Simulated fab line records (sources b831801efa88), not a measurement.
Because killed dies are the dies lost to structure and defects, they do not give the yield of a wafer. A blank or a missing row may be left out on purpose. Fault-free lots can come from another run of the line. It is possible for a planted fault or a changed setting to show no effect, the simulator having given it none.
fab line records    flow gf180mcu
[record] lots = 14  wafers = 42  last-day = 34
route steps=602 shown STI@11 NWELL@53
lots untouched by any fault: they come from a run of this same line in which no faults occurred
start-h: start of the lot's first displayed wafer, in hours after the record's first day    wait-h: how many hours have passed since the lot's step before this one    " as in the row above    L1.1+2: several wafers, shown together as one row    - either no value or no given start    * or withheld: withheld    < > ~ a bound
route shown NAME@n: names a module that has steps shown in the file, with the first one's number in the route    usual: the fault-free wafers' mean and standard deviation    same: alike in all rows    chamber/n: place in a boat    sites: per-site readings    _std_site: the standard deviation of these    _edge_site: outer sites' mean less inner sites'    radius-mm: for every site, how far away it sits from the centre of the wafer    mask NAME#n: copy n    behind: the most recent tool/chamber to have shaped the wafer    hold: what put the lot on hold/how long, in hours/how the hold closed    device: which transistor (n, p or np) failed to switch    end of line: at the end of the route, the tests of the same wafers    a step without rows: its recipe alone    killed: count of dies lost to structure and defects at first sort (not the wafer's yield)    map: a wafer's dies, x killed, . not, _ none there
set.NAME: setting as actually run; set.NAME@STEP: the setting as run at that earlier step    model.NAME: the simulator's own value behind a step, which no gauge read
steps of the route over a sample of lots; a table a step, a row a wafer
services: a tool's chamber out of use, with start hour (start-h, from the record's first day; less than 0 if before it), hours out, and reason
[[steps]]
[step GF_STI_PEB_10]
[recipe] peb-temp-c = 135  peb-time-s = 90  resist = KrF
[usual] chill-plate-temp-C = 22.99/0.11  exhaust-pa = 45.1/0.89  heater-power-total-W = 85.72/0.073  peb-time-s = 90/0  plate-temp-C = 135.00/0.17
lot.wafer  tool            chamber  start-h  wait-h  chill-plate-temp-C  exhaust-pa  heater-power-total-W  peb-time-s  plate-temp-C
L170.2     litho-track-04  0        35.44    -       23.10               46.3        85.79                 90          134.99
L170.3     "               0        "        "       22.97               46.5        85.66                 90          134.92
L170.6     "               0        "        "       22.98               46.4        85.79                 90          134.67
L171.1     litho-track-03  0        40.41    -       22.82               45.1        85.68                 90          134.95
L171.5     "               0        "        "       22.91               45.6        85.81                 90          134.98
L171.6     "               0        "        "       22.79               44.4        85.80                 90          134.96
L173.3     litho-track-04  0        55.68    -       22.98               45.0        85.64                 90          134.93
L173.5     "               0        "        "       22.93               45.8        85.78                 90          135.18
L173.6     "               0        "        "       22.97               45.2        85.70                 90          134.84
L177.4     litho-track-03  -        71.71    -       -                   -           -                     -           -
L177.5     "               -        "        "       -                   -           -                     -           -
L177.6     "               -        "        "       -                   -           -                     -           -
L178.1     litho-track-04  -        76.41    -       -                   -           -                     -           -
L178.2     "               -        "        "       -                   -           -                     -           -
L178.4     "               -        "        "       -                   -           -                     -           -
L182.1     litho-track-02  0        96.51    -       22.98               45.1        85.65                 90          134.95
L182.3     "               0        "        "       22.76               44.1        85.64                 90          134.91
L182.5     "               0        "        "       22.92               44.4        85.72                 90          134.82
L183.3     litho-track-02  0        101.58   -       23.08               44.7        85.76                 90          134.73
L183.4     "               0        "        "       22.91               44.9        85.64                 90          134.85
L183.5     "               0        "        "       23.14               45.9        85.74                 90          134.89
L184.3     litho-track-04  0        107.73   -       22.82               45.7        85.72                 90          135.04
L184.4     "               0        "        "       22.77               46.0        85.67                 90          135.11
L184.5     "               0        "        "       22.83               45.0        85.77                 90          134.91
L185.3     litho-track-04  0        112.63   -       22.91               45.8        85.79                 90          135.14
L185.4     "               0        "        "       23.00               46.0        85.68                 90          135.22
L185.5     "               0        "        "       23.12               45.9        85.80                 90          134.95
L186.1     litho-track-04  0        117.81   -       23.17               44.6        85.70                 90          134.94
L186.5     "               0        "        "       22.95               45.1        85.68                 90          134.95
L186.6     "               0        "        "       23.02               45.0        85.74                 90          135.05
L187.2     litho-track-03  0        122.64   -       23.09               47.0        85.80                 90          135.19
L187.4     "               0        "        "       23.13               46.2        85.76                 90          135.19
L187.6     "               0        "        "       23.13               44.8        85.63                 90          135.26
L188.2     litho-track-02  0        128.09   -       23.01               44.2        85.59                 90          134.75
L188.3     "               0        "        "       22.96               44.4        85.73                 90          134.65
L188.4     "               0        "        "       22.88               45.8        85.74                 90          134.73
L189.1     litho-track-03  0        132.91   -       23.02               45.0        85.73                 90          135.00
L189.3     "               0        "        "       22.92               44.8        85.61                 90          134.82
L189.4     "               0        "        "       23.02               45.2        85.69                 90          135.18
L190.1     litho-track-02  0        137.96   -       23.02               44.9        85.74                 90          135.15
L190.2     "               0        "        "       22.94               44.3        85.65                 90          135.22
L190.6     "               0        "        "       23.18               44.1        85.79                 90          135.24
[step GF_STI_ETCH_14]
[recipe] target = Si  chemistry = HBr/Cl2/O2  target-depth-nm = 360  icp-w = 600  bias-w = 150  pressure-mtorr = 15  HBr_flow_sccm = 150  Cl2_flow_sccm = 40  O2_flow_sccm = 6  time-s = 102.9
[usual] drypump-motor-current-A = 5.9/0.42  he-backside-leak-sccm = 2.6/0.38  mfc-cl2-sccm = 40.00/0.12  oes-product-au = 1.003/0.0074  throttle-valve-pct = 25.654/0.01
lot.wafer  tool       chamber  start-h  wait-h  drypump-motor-current-A  he-backside-leak-sccm  mfc-cl2-sccm  oes-product-au  rf-hours-counter-h  throttle-valve-pct
L170.2     rie-si-01  3        35.96    0.0     6.4                      2.9                    40.00         0.994           99                  25.670
L170.3     "          1        "        "       5.0                      2.3                    39.89         0.999           106                 25.660
L170.6     "          3        "        "       6.4                      2.9                    39.94         0.994           -                   25.657
L171.1     rie-si-01  3        40.96    0.0     6.4                      2.7                    40.01         0.991           99                  25.660
L171.5     "          1        "        "       5.0                      2.7                    39.72         1.002           -                   25.650
L171.6     "          2        "        "       5.9                      2.3                    40.03         0.998           -                   25.658
L173.3     rie-si-02  0        56.16    0.0     5.9                      2.6                    39.79         1.011           95                  25.642
L173.5     "          2        "        "       6.1                      2.5                    40.00         1.001           -                   25.670
L173.6     "          3        "        "       6.2                      2.3                    40.01         1.002           -                   25.661
L177.4     rie-si-02  3        72.16    0.0     6.2                      2.4                    40.00         0.997           15                  25.659
L177.5     "          3        "        "       6.2                      2.5                    39.96         1.005           -                   25.651
L177.6     "          0        "        "       5.9                      2.6                    40.29         1.010           -                   25.655
L178.1     rie-si-01  1        76.96    0.0     5.0                      2.5                    40.03         1.000           107                 25.654
L178.2     "          3        "        "       6.4                      2.8                    40.11         0.996           99                  25.651
L178.4     "          2        "        "       5.9                      2.4                    39.84         1.007           15                  25.653
L182.1     rie-si-01  2        97.06    0.0     5.9                      2.3                    40.08         0.997           15                  25.656
L182.3     "          1        "        "       5.1                      2.5                    40.00         0.992           107                 25.658
L182.5     "          1        "        "       5.0                      2.6                    39.92         0.998           -                   25.647
L183.3     rie-si-02  0        102.06   0.0     5.9                      2.6                    40.12         0.998           96                  25.653
L183.4     "          2        "        "       6.2                      2.7                    39.99         1.000           68                  25.664
L183.5     "          3        "        "       6.2                      2.4                    39.94         0.999           -                   25.657
L184.3     rie-si-01  1        108.21   0.0     5.0                      2.8                    40.16         0.989           107                 25.653
L184.4     "          2        "        "       5.9                      2.3                    39.93         1.001           15                  25.671
L184.5     "          3        "        "       6.4                      3.0                    39.82         0.988           -                   25.669
L185.3     rie-si-02  1        113.11   0.0     6.0                      2.6                    39.93         1.019           26                  25.634
L185.4     "          2        "        "       6.2                      2.3                    40.05         1.010           68                  25.649
L185.5     "          1        "        "       6.1                      2.6                    40.00         1.018           -                   25.646
L186.1     rie-si-02  2        118.36   0.0     6.2                      2.5                    39.92         1.002           68                  25.643
L186.5     "          0        "        "       5.9                      2.6                    40.12         1.010           -                   25.648
L186.6     "          1        "        "       6.1                      2.6                    39.95         1.018           -                   25.639
L187.2     rie-si-02  3        123.16   0.0     6.2                      2.5                    40.04         1.004           15                  25.645
L187.4     "          2        "        "       6.2                      2.6                    39.78         1.000           68                  25.665
L187.6     "          1        "        "       6.1                      2.5                    39.99         1.008           -                   25.641
L188.2     rie-si-02  1        128.61   0.0     6.1                      2.5                    40.08         1.007           27                  25.657
L188.3     "          3        "        "       6.2                      2.4                    40.12         0.991           15                  25.664
L188.4     "          2        "        "       6.2                      2.7                    39.97         1.005           68                  25.661
L189.1     rie-si-01  2        133.46   0.0     5.9                      2.3                    40.06         1.003           15                  25.653
L189.3     "          3        "        "       6.5                      5.1                    40.13         0.989           99                  25.660
L189.4     "          1        "        "       5.0                      2.6                    39.84         0.995           107                 25.668
L190.1     rie-si-01  1        138.51   0.0     5.0                      2.5                    39.97         1.007           107                 25.658
L190.2     "          3        "        "       6.4                      2.9                    39.92         0.994           100                 25.648
L190.6     "          0        "        "       5.2                      2.8                    40.15         1.003           -                   25.657
[step GF_NWELL_TW_MEAS_11]
[usual] NWELL_TW = 1581/14
lot.wafer  tool           chamber  start-h  wait-h  NWELL_TW
L170.2     film-metro-03  -        72.41    0.1     1594
L170.3     "              -        "        "       1590
L170.6     "              -        "        "       1590
L171.1     film-metro-02  -        72.70    0.1     1594
L171.5     "              -        "        "       1591
L171.6     "              -        "        "       1594
L173.3     film-metro-03  -        87.02    0.1     1589
L173.5     "              -        "        "       1582
L173.6     "              -        "        "       1583
L182.1     film-metro-04  -        132.15   0.2     1563
L182.3     "              -        "        "       1560
L182.5     "              -        "        "       1560
L183.3     film-metro-02  -        138.37   0.1     1588
L183.4     "              -        "        "       1590
L183.5     "              -        "        "       1585
L184.3     film-metro-03  -        144.06   0.1     1597
L184.4     "              -        "        "       1597
L184.5     "              -        "        "       1593
L185.3     film-metro-04  -        148.87   0.1     1567
L185.4     "              -        "        "       1569
L185.5     "              -        "        "       1565
L186.1     film-metro-04  -        153.20   0.1     1554
L186.5     "              -        "        "       1551
L186.6     "              -        "        "       1561
L187.2     film-metro-03  -        159.71   0.1     1588
L187.4     "              -        "        "       1593
L187.6     "              -        "        "       1592
L188.2     film-metro-03  -        164.05   0.1     1596
L188.3     "              -        "        "       1593
L188.4     "              -        "        "       1595
L189.1     film-metro-04  -        168.49   0.1     1564
L189.3     "              -        "        "       1559
L189.4     "              -        "        "       1563
L190.1     film-metro-03  -        174.49   0.1     1590
L190.2     "              -        "        "       1592
L190.6     "              -        "        "       1596
[[services]]
tool            chamber  start-h  hours  kind
rie-si-01       0        38.96    8.3    repair
litho-track-04  -        49.94    -      consumable-replace:filter
rie-si-01       1        89.37    1.9    repair
[[key]]
[first-sign] step = GF_STI_PEB_10  reading = tool-record  direction = missing
effect none on later readings
met-at GF_STI_PEB_10
struck-lots L177,L178
later-rows-left-out L177.4,L177.5,L177.6,L178.1,L178.2,L178.4
sort-left-out L177.4,L177.5,L177.6,L178.1,L178.2,L178.4
tester-left-out L177,L178
not-acting-at GF_STI_ETCH_14,GF_NWELL_TW_MEAS_11
onset-between 55.68 71.71
[fault] kind = skipped-step-whole  tool = litho-track-03,litho-track-04  chamber = -  onset-h = 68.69  steps = GF_STI_PEB_10  scope = struck-lots-only
// tester-left-out: of these lots the tester's yield and bins aren't shown, on N5 and GAA mostly nor the transistor test; their killed dies are dies lost to structure and defects alone, not to doping, threshold or leakage, so they don't give the yield
// sort-left-out: the simulated sort isn't trusted on such a fault, so these wafers' sort isn't shown, and their yield isn't known
// later-rows-left-out: the simulator's readings of these wafers behind a module that went badly wrong aren't trusted and aren't shown, but for the sort
